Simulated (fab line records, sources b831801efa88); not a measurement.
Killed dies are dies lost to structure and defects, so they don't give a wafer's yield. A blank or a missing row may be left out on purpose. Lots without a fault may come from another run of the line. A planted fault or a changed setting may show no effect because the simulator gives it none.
One fault seen from 2 desks | flow sky130 | each desk has only its own numbers; what lay behind them comes last

THE TOOL OWNER'S DESK: iline_stepper-02
The tool's own readings at SKY_SONOS_ONO_EXPOSE_10 (exposes mask ONOM, target cd 410 nm): means of the sampled wafers that have a number, for each lot that ran on this tool. A lot is out of limits, marked OUT, if its mean lies more than 4 standard deviations from the usual mean; the brackets give that distance.
Columns: A = exposure_dose_mJ_cm2 at SKY_SONOS_ONO_EXPOSE_10, usual 151.72; B = focus_offset_nm at SKY_SONOS_ONO_EXPOSE_10, usual 0.0 nm
lot  | first seen here | A                        | B
L706 | day 13 16:22    | 151.68                   | -0.1
L710 | day 15 05:59    | 151.50                   | -0.3
L712 | day 15 10:04    | 151.63                   | -0.2
L713 | day 15 11:48    | 151.60                   | -0.3
L714 | day 16 00:17    | 151.82                   | 0.9
L718 | day 17 02:16    | 134.97 (-99 or more) OUT | -0.2
L727 | day 19 22:42    | 151.69                   | 0.1
This desk's finding: out of limits on L718; first on L718, day 17 02:16 (exposure_dose_mJ_cm2 at SKY_SONOS_ONO_EXPOSE_10). In limits: L706, L710, L712, L713, L714, L727.

THE METROLOGY DESK
What the gauges read, lot by lot, whatever tool the lot ran on: means of the sampled wafers that have a number. A lot is out of limits, marked OUT, if its mean lies more than 4 standard deviations from the usual mean; the brackets give that distance.
Columns: A = cd_nm at SKY_SONOS_ONO_CD_MEAS_13, usual 409.9 nm; B = GATE_OXIDE_OXIDATION_00_THK at SKY_GATE_OXIDE_THK_MEAS_02, usual 10.31 nm
lot  | first seen here | A               | B
L706 | day 14 05:10    | 412.3           | 10.16
L709 | day 15 02:56    | 411.3           | 10.43
L710 | day 15 19:24    | 409.5           | 10.31
L712 | day 16 00:07    | 411.0           | 10.50
L711 | day 16 00:27    | 408.0           | 10.18
L713 | day 16 01:41    | 408.3           | 10.19
L714 | day 16 14:11    | 409.8           | 10.37
L718 | day 17 16:16    | 313.6 (-46) OUT | 10.13
L719 | day 17 20:49    | 411.5           | 10.27
L720 | day 18 04:01    | 409.4           | 10.16
L727 | day 20 13:43    | 408.8           | 10.34
This desk's finding: out of limits on L718; first on L718, day 17 16:16 (cd_nm at SKY_SONOS_ONO_CD_MEAS_13). In limits: L706, L709, L710, L712, L711, L713, L714, L719, L720, L727.

PUT TOGETHER
The tool owner's desk could have raised an alarm at day 17 02:16, on L718.
The metrology desk could have raised an alarm at day 17 16:16, on L718.
Of the lots named, all ran SKY_SONOS_ONO_EXPOSE_10 on iline_stepper-02.

WHAT THE SIMULATOR HAD PUT IN
Process parameter drift: iline_stepper-02, from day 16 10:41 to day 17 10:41, at SKY_SONOS_ONO_EXPOSE_10. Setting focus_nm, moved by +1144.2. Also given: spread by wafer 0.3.
Lots struck among those shown: L718.
Hours from the fault's start to each desk's first reading out of limits: the tool owner's desk, 16; the metrology desk, 30.
